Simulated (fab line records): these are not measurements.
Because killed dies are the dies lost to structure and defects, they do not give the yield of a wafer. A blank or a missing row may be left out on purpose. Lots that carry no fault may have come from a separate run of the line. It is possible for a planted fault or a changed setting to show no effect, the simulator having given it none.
Chamber matching || flow sfq-line || SFQ_TRILAYER_I1_CMP_CMP_046 on cmp-01 has 4 sister chambers
The step polishes SiO2. 14 wafers are shown with their chamber, then 6 later ones without.

WAFERS, EACH WITH ITS CHAMBER
{"wafer": "L985.1", "chamber": 2, "motor-current-A (A)": 10.1, "time-to-endpoint-s (s)": 212, "slurry-filter-dp-kPa (kPa)": 13.58}
{"wafer": "L985.2", "chamber": 1, "motor-current-A (A)": 9.7, "time-to-endpoint-s (s)": 213, "slurry-filter-dp-kPa (kPa)": 13.52}
{"wafer": "L985.5", "chamber": 3, "motor-current-A (A)": 9.6, "time-to-endpoint-s (s)": 198, "slurry-filter-dp-kPa (kPa)": 13.47}
{"wafer": "L986.1", "chamber": 3, "motor-current-A (A)": 9.7, "time-to-endpoint-s (s)": 208, "slurry-filter-dp-kPa (kPa)": 13.67}
{"wafer": "L986.3", "chamber": 0, "motor-current-A (A)": 10.9, "time-to-endpoint-s (s)": 217, "slurry-filter-dp-kPa (kPa)": 13.69}
{"wafer": "L986.4", "chamber": 1, "motor-current-A (A)": 9.1, "time-to-endpoint-s (s)": 235, "slurry-filter-dp-kPa (kPa)": 13.71}
{"wafer": "L989.4", "chamber": 3, "motor-current-A (A)": 9.3, "time-to-endpoint-s (s)": 198, "slurry-filter-dp-kPa (kPa)": 13.43}
{"wafer": "L989.3", "chamber": 2, "motor-current-A (A)": 10.8, "time-to-endpoint-s (s)": 209, "slurry-filter-dp-kPa (kPa)": 13.43}
{"wafer": "L997.2", "chamber": 3, "motor-current-A (A)": 9.4, "time-to-endpoint-s (s)": 211, "slurry-filter-dp-kPa (kPa)": 13.59}
{"wafer": "L997.3", "chamber": 2, "motor-current-A (A)": 10.2, "time-to-endpoint-s (s)": 218, "slurry-filter-dp-kPa (kPa)": 13.47}
{"wafer": "L997.5", "chamber": 3, "motor-current-A (A)": 9.5, "time-to-endpoint-s (s)": 212, "slurry-filter-dp-kPa (kPa)": 13.55}
{"wafer": "L998.2", "chamber": 3, "motor-current-A (A)": 9.6, "time-to-endpoint-s (s)": 203, "slurry-filter-dp-kPa (kPa)": 13.48}
{"wafer": "L998.4", "chamber": 2, "motor-current-A (A)": 10.4, "time-to-endpoint-s (s)": 205, "slurry-filter-dp-kPa (kPa)": 13.20}
{"wafer": "L998.6", "chamber": 3, "motor-current-A (A)": 9.6, "time-to-endpoint-s (s)": 206, "slurry-filter-dp-kPa (kPa)": 13.54}

SIGNATURES, as means of the wafers listed above
{"reading": "motor-current-A", "chamber 0": 10.900, "chamber 1": 9.400, "chamber 2": 10.375, "chamber 3": 9.529, "scatter within a chamber": 0.241}
{"reading": "time-to-endpoint-s", "chamber 0": 217.00, "chamber 1": 224.00, "chamber 2": 211.00, "chamber 3": 205.14, "scatter within a chamber": 7.27}
{"reading": "slurry-filter-dp-kPa", "chamber 0": 13.6900, "chamber 1": 13.6150, "chamber 2": 13.4200, "chamber 3": 13.5329, "scatter within a chamber": 0.116}
Rule: distance of a wafer from a chamber = root of the sum over the readings of ((wafer's reading minus chamber's mean) / reading's scatter) squared. If the next closest chamber is less than 2 further off than the closest, the wafer can't be placed; otherwise it belongs to the closest. The scatter is the square root of a quotient: the sum, over the shown wafers, of each reading's squared deviation from its chamber's mean, divided by wafers minus chambers.

WAFERS MISSING THEIR CHAMBER
{"wafer": "L100.4", "motor-current-A (A)": 10.5, "time-to-endpoint-s (s)": 223, "slurry-filter-dp-kPa (kPa)": 13.55}
{"wafer": "L100.3", "motor-current-A (A)": 9.6, "time-to-endpoint-s (s)": 222, "slurry-filter-dp-kPa (kPa)": 13.54}
{"wafer": "L100.6", "motor-current-A (A)": 9.6, "time-to-endpoint-s (s)": 202, "slurry-filter-dp-kPa (kPa)": 13.50}
{"wafer": "L103.2", "motor-current-A (A)": 10.3, "time-to-endpoint-s (s)": 217, "slurry-filter-dp-kPa (kPa)": 13.52}
{"wafer": "L103.4", "motor-current-A (A)": 9.3, "time-to-endpoint-s (s)": 201, "slurry-filter-dp-kPa (kPa)": 13.50}
{"wafer": "L103.5", "motor-current-A (A)": 9.7, "time-to-endpoint-s (s)": 223, "slurry-filter-dp-kPa (kPa)": 13.48}

THE CHAMBER EACH PASSED THROUGH
{"wafer": "L100.4", "from the rows above": "can't be placed: 2 or 0", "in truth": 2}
{"wafer": "L100.3", "from the rows above": "can't be placed: 1 or 3", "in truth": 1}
{"wafer": "L100.6", "from the rows above": 3, "in truth": 3}
{"wafer": "L103.2", "from the rows above": "can't be placed: 2 or 0", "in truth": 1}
{"wafer": "L103.4", "from the rows above": 3, "in truth": 3}
{"wafer": "L103.5", "from the rows above": "can't be placed: 1 or 3 or 2", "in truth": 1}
2 of 6 placed correctly. From these rows, 4 cannot be placed; in 3 the true chamber is one of the candidates. Placed wrongly: 0.
